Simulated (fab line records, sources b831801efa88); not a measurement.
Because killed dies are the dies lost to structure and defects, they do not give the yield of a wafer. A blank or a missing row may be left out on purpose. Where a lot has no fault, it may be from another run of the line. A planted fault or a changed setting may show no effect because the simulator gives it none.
fab line records ; flow gf180mcu ; part 2 of 2: steps 27 to 37 of 37
record lots=5; wafers=15; last_day=34
route steps=602 shown SAB@266 SALICIDE@278 CONTACT@287
lots that met no fault: taken from a fault-free run of the same line
start_h: hours from the record's first day to the start of the lot's first wafer shown ; wait_h: hours elapsed since this lot's preceding step ; " same as the row above ; L1.1+2: several wafers, shown together as one row ; - no value, or no start given ; * or withheld: withheld ; < > ~ a bound
route shown NAME@n: NAME is a module with steps in the file, n the number in the route of the first one ; usual: the fault-free wafers' mean and standard deviation ; same: alike in all rows ; chamber/n: place in a boat ; sites: each site's reading ; _std_site: how widely they spread, as a standard deviation ; _edge_site: inner sites' mean taken away from outer sites' mean ; radius_mm: for every site, how far away it sits from the centre of the wafer ; mask NAME#n: copy n ; behind: tool/chamber where the wafer was last shaped ; hold: what put the lot on hold/how long, in hours/how the hold closed ; device: the transistor (n, p or np) that didn't switch ; end of line: at the end of the route, the tests of the same wafers ; a step without rows: its recipe alone ; killed: the dies lost at the first sort to structure and to defects; this is not the yield of the wafer ; map: a wafer's dies, x killed, . not, _ none there
set.NAME: setting as actually run; set.NAME@STEP: the setting as run at that earlier step ; model.NAME: the simulator's own value behind a step, which no gauge read
lots at some steps of the route; a table a step, a row a wafer
services: when a tool's chamber went out of use (start_h, in hours from the record's first day, below 0 if earlier), for how many hours, and the reason
## steps
# step GF_CONTACT_BOW_MEAS_05
# recipe mode=bow
# usual CONTACT_BOW=65/6.1
lot.wafer;tool;chamber;start_h;wait_h;CONTACT_BOW[um]
L081.1;film_metro-01;-;404.40;0.1;66
L081.4;film_metro-01;-;404.40;0.1;69
L081.5;film_metro-01;-;404.40;0.1;64
L084.2;film_metro-02;-;424.05;0.2;75
L084.3;film_metro-02;-;424.05;0.2;67
L084.4;film_metro-02;-;424.05;0.2;70
L089.1;film_metro-02;-;466.26;0.2;56
L089.5;film_metro-02;-;466.26;0.2;66
L089.6;film_metro-02;-;466.26;0.2;57
L093.2;film_metro-02;-;502.88;0.2;61
L093.3;film_metro-02;-;502.88;0.2;54
L093.6;film_metro-02;-;502.88;0.2;64
L095.1;film_metro-04;-;523.10;0.1;59
L095.3;film_metro-04;-;523.10;0.1;56
L095.6;film_metro-04;-;523.10;0.1;49
# step GF_CONTACT_DEHYDRATE_06
# recipe temp_c=200; time_s=60
# usual resist_line_temp_C=22.99/0.11
lot.wafer;tool;chamber;start_h;wait_h;resist_line_temp_C
L081.1;litho_track-04;0;415.76;11.3;22.88
L081.4;litho_track-04;0;415.76;11.3;23.14
L081.5;litho_track-04;0;415.76;11.3;23.02
L084.2;litho_track-01;0;435.45;11.4;22.90
L084.3;litho_track-01;0;435.45;11.4;23.06
L084.4;litho_track-01;0;435.45;11.4;23.08
L089.1;litho_track-04;0;477.80;11.5;22.80
L089.5;litho_track-04;0;477.80;11.5;22.89
L089.6;litho_track-04;0;477.80;11.5;22.95
L093.2;litho_track-01;0;514.50;11.6;22.88
L093.3;litho_track-01;0;514.50;11.6;22.79
L093.6;litho_track-01;0;514.50;11.6;22.73
L095.1;litho_track-01;0;533.52;10.4;23.02
L095.3;litho_track-01;0;533.52;10.4;22.99
L095.6;litho_track-01;0;533.52;10.4;23.06
# step GF_CONTACT_HMDS_07
# recipe prime_time_s=60; prime_temp_c=120
# usual resist_line_temp_C=23.00/0.12
lot.wafer;tool;chamber;start_h;wait_h;resist_line_temp_C
L081.1;litho_track-04;0;415.91;0.1;23.02
L081.4;litho_track-04;0;415.91;0.1;23.18
L081.5;litho_track-04;0;415.91;0.1;23.02
L084.2;litho_track-01;0;435.60;0.1;23.02
L084.3;litho_track-01;0;435.60;0.1;22.92
L084.4;litho_track-01;0;435.60;0.1;22.93
L089.1;litho_track-04;0;477.95;0.1;22.97
L089.5;litho_track-04;0;477.95;0.1;23.00
L089.6;litho_track-04;0;477.95;0.1;23.01
L093.2;litho_track-01;0;514.65;0.1;23.20
L093.3;litho_track-01;0;514.65;0.1;23.06
L093.6;litho_track-01;0;514.65;0.1;23.23
L095.1;litho_track-01;0;533.67;0.1;23.01
L095.3;litho_track-01;0;533.67;0.1;22.89
L095.6;litho_track-01;0;533.67;0.1;22.92
# step GF_CONTACT_COAT_08
# recipe resist=BARC; temp_c=withheld; time_s=withheld; spin_rpm=withheld; resist_thk_nm=withheld
# usual dispense_pressure_kPa=50.5/2.9; resist_line_temp_C=*
lot.wafer;tool;chamber;start_h;wait_h;dispense_pressure_kPa;resist_line_temp_C
L081.1;litho_track-04;0;416.06;0.1;50.5;*
L081.4;litho_track-04;0;416.06;0.1;50.4;*
L081.5;litho_track-04;0;416.06;0.1;50.4;*
L084.2;litho_track-01;0;435.75;0.1;47.8;*
L084.3;litho_track-01;0;435.75;0.1;47.8;*
L084.4;litho_track-01;0;435.75;0.1;47.8;*
L089.1;litho_track-04;0;478.10;0.1;50.4;*
L089.5;litho_track-04;0;478.10;0.1;50.4;*
L089.6;litho_track-04;0;478.10;0.1;50.4;*
L093.2;litho_track-01;0;514.80;0.1;47.9;*
L093.3;litho_track-01;0;514.80;0.1;47.8;*
L093.6;litho_track-01;0;514.80;0.1;47.8;*
L095.1;litho_track-01;0;533.82;0.1;47.8;*
L095.3;litho_track-01;0;533.82;0.1;47.8;*
L095.6;litho_track-01;0;533.82;0.1;47.8;*
# step GF_CONTACT_COAT_09
# recipe resist=KrF; spin_rpm=withheld; resist_thk_nm=1000
# usual dispense_pressure_kPa=50.5/2.9; resist_line_temp_C=22.99/0.11
lot.wafer;tool;chamber;start_h;wait_h;dispense_pressure_kPa;resist_line_temp_C
L081.1;litho_track-04;0;-;-;50.4;22.98
L081.4;litho_track-04;0;-;-;50.5;23.05
L081.5;litho_track-04;0;-;-;50.4;22.90
L084.2;litho_track-01;0;-;-;47.9;23.01
L084.3;litho_track-01;0;-;-;47.8;23.04
L084.4;litho_track-01;0;-;-;47.8;23.00
L089.1;litho_track-04;0;-;-;50.4;22.96
L089.5;litho_track-04;0;-;-;50.4;23.16
L089.6;litho_track-04;0;-;-;50.5;23.14
L093.2;litho_track-01;0;-;-;47.8;22.95
L093.3;litho_track-01;0;-;-;47.8;22.80
L093.6;litho_track-01;0;-;-;47.8;22.95
L095.1;litho_track-01;0;-;-;47.9;23.05
L095.3;litho_track-01;0;-;-;47.8;23.00
L095.6;litho_track-01;0;-;-;47.8;22.87
# step GF_CONTACT_SOFTBAKE_10
# recipe temp_c=130; time_s=60; resist=KrF
# usual resist_line_temp_C=23.00/0.12
lot.wafer;tool;chamber;start_h;wait_h;resist_line_temp_C
L081.1;litho_track-04;0;-;-;23.13
L081.4;litho_track-04;0;-;-;23.16
L081.5;litho_track-04;0;-;-;23.13
L084.2;litho_track-01;0;-;-;22.89
L084.3;litho_track-01;0;-;-;22.88
L084.4;litho_track-01;0;-;-;23.00
L089.1;litho_track-04;0;-;-;23.27
L089.5;litho_track-04;0;-;-;23.23
L089.6;litho_track-04;0;-;-;23.13
L093.2;litho_track-01;0;-;-;22.98
L093.3;litho_track-01;0;-;-;22.97
L093.6;litho_track-01;0;-;-;23.05
L095.1;litho_track-01;0;-;-;23.00
L095.3;litho_track-01;0;-;-;23.18
L095.6;litho_track-01;0;-;-;22.94
# step GF_CONTACT_EXPOSE_11
# recipe mask_id=Contact; target_cd_nm=220; na=0.68; source_shape=conventional; sigma_outer=0.6; dose_mj=38
lot.wafer;tool;chamber;start_h;wait_h;mask
L081.1+4+5;krf_scanner-01;0;-;-;Contact#0
L084.2+3+4;krf_scanner-02;0;-;-;Contact#0
L089.1+5+6;krf_scanner-02;0;-;-;Contact#0
L093.2+3+6;krf_scanner-01;0;-;-;Contact#0
L095.1+3+6;krf_scanner-02;0;-;-;Contact#0
# step GF_CONTACT_PEB_12
# recipe peb_temp_c=135; peb_time_s=90; resist=KrF
# usual resist_line_temp_C=23.00/0.1
lot.wafer;tool;chamber;start_h;wait_h;resist_line_temp_C
L081.1;litho_track-04;0;-;-;23.02
L081.4;litho_track-04;0;-;-;22.99
L081.5;litho_track-04;0;-;-;23.06
L084.2;litho_track-01;0;-;-;22.87
L084.3;litho_track-01;0;-;-;23.08
L084.4;litho_track-01;0;-;-;23.07
L089.1;litho_track-01;0;-;-;23.21
L089.5;litho_track-01;0;-;-;22.94
L089.6;litho_track-01;0;-;-;23.09
L093.2;litho_track-03;0;-;-;22.76
L093.3;litho_track-03;0;-;-;22.81
L093.6;litho_track-03;0;-;-;22.95
L095.1;litho_track-03;0;-;-;23.02
L095.3;litho_track-03;0;-;-;23.11
L095.6;litho_track-03;0;-;-;23.09
# step GF_CONTACT_DEVELOP_13
# recipe develop_time_s=60; resist=KrF; dev_temp_c=21
# usual resist_line_temp_C=22.99/0.099
lot.wafer;tool;chamber;start_h;wait_h;resist_line_temp_C
L081.1;litho_track-04;0;427.71;0.2;23.04
L081.4;litho_track-04;0;427.71;0.2;23.02
L081.5;litho_track-04;0;427.71;0.2;22.81
L084.2;litho_track-01;0;447.60;0.2;22.91
L084.3;litho_track-01;0;447.60;0.2;22.90
L084.4;litho_track-01;0;447.60;0.2;22.86
L089.1;litho_track-01;0;490.17;0.2;22.93
L089.5;litho_track-01;0;490.17;0.2;22.94
L089.6;litho_track-01;0;490.17;0.2;23.02
L093.2;litho_track-03;0;526.01;0.2;23.08
L093.3;litho_track-03;0;526.01;0.2;23.13
L093.6;litho_track-03;0;526.01;0.2;23.06
L095.1;litho_track-03;0;545.48;0.2;22.76
L095.3;litho_track-03;0;545.48;0.2;22.97
L095.6;litho_track-03;0;545.48;0.2;22.81
# step GF_CONTACT_CD_MEAS_14
# recipe target_cd_nm=220
# usual cd_nm=220.1/1.4
lot.wafer;tool;chamber;start_h;wait_h;cd_nm
L081.1;cd_sem-02;-;427.86;0.1;222.6
L081.4;cd_sem-02;-;427.86;0.1;222.9
L081.5;cd_sem-02;-;427.86;0.1;224.3
L084.2;cd_sem-01;-;447.74;0.1;219.9
L084.3;cd_sem-01;-;447.74;0.1;219.6
L084.4;cd_sem-01;-;447.74;0.1;219.4
L089.1;cd_sem-01;-;490.32;0.1;219.2
L089.5;cd_sem-01;-;490.32;0.1;220.8
L089.6;cd_sem-01;-;490.32;0.1;220.6
L093.2;cd_sem-01;-;526.15;0.1;220.7
L093.3;cd_sem-01;-;526.15;0.1;221.6
L093.6;cd_sem-01;-;526.15;0.1;220.9
L095.1;cd_sem-01;-;545.63;0.1;219.3
L095.3;cd_sem-01;-;545.63;0.1;219.1
L095.6;cd_sem-01;-;545.63;0.1;218.8
# step GF_CONTACT_OVL_MEAS_15
# usual CONTACT_OVL=-4/6
lot.wafer;tool;chamber;start_h;wait_h;CONTACT_OVL[nm]
L081.1;overlay-01;-;427.98;0.1;1
L081.4;overlay-01;-;427.98;0.1;6
L081.5;overlay-01;-;427.98;0.1;4
L084.2;overlay-01;-;447.85;0.1;0
L084.3;overlay-01;-;447.85;0.1;-7
L084.4;overlay-01;-;447.85;0.1;-2
L089.1;overlay-02;-;490.44;0.1;-15
L089.5;overlay-02;-;490.44;0.1;-14
L089.6;overlay-02;-;490.44;0.1;-6
L093.2;overlay-01;-;526.26;0.1;4
L093.3;overlay-01;-;526.26;0.1;5
L093.6;overlay-01;-;526.26;0.1;2
L095.1;overlay-02;-;545.75;0.1;-12
L095.3;overlay-02;-;545.75;0.1;-7
L095.6;overlay-02;-;545.75;0.1;-7
## services
tool;chamber;start_h;hours;kind
pecvd-02;-;368.88;14.0;pm
iline_stepper-02;-;371.61;6.0;repair
cmp-02;-;381.72;3.7;repair
cmp-02;-;386.75;10.5;pm
wet_bench-01;-;388.82;4.3;repair
pecvd-02;-;393.56;1.6;repair
cmp-02;-;404.40;4.0;pm
hdpcvd-01;-;433.08;0.8;repair
hdpcvd-01;-;446.45;0.3;repair
cmp-02;-;449.43;1.2;repair
cmp-02;-;450.74;1.2;repair
pvd_sputter-02;-;455.34;1.2;repair
plasma_asher-04;-;456.39;1.7;repair
krf_scanner-02;-;461.60;1.0;pm
iline_stepper-02;-;466.18;1.7;pm
pecvd-02;-;468.23;1.6;repair
pvd_sputter-02;-;472.70;2.2;repair
iline_stepper-02;-;475.75;1.6;repair
cmp-02;-;497.48;0.5;repair
cmp-02;-;507.69;1.4;repair
cmp-02;-;513.19;0.9;repair
cmp-02;-;532.83;17.5;repair
pvd_sputter-02;-;538.50;0.5;repair
cmp-02;-;538.64;0.8;repair
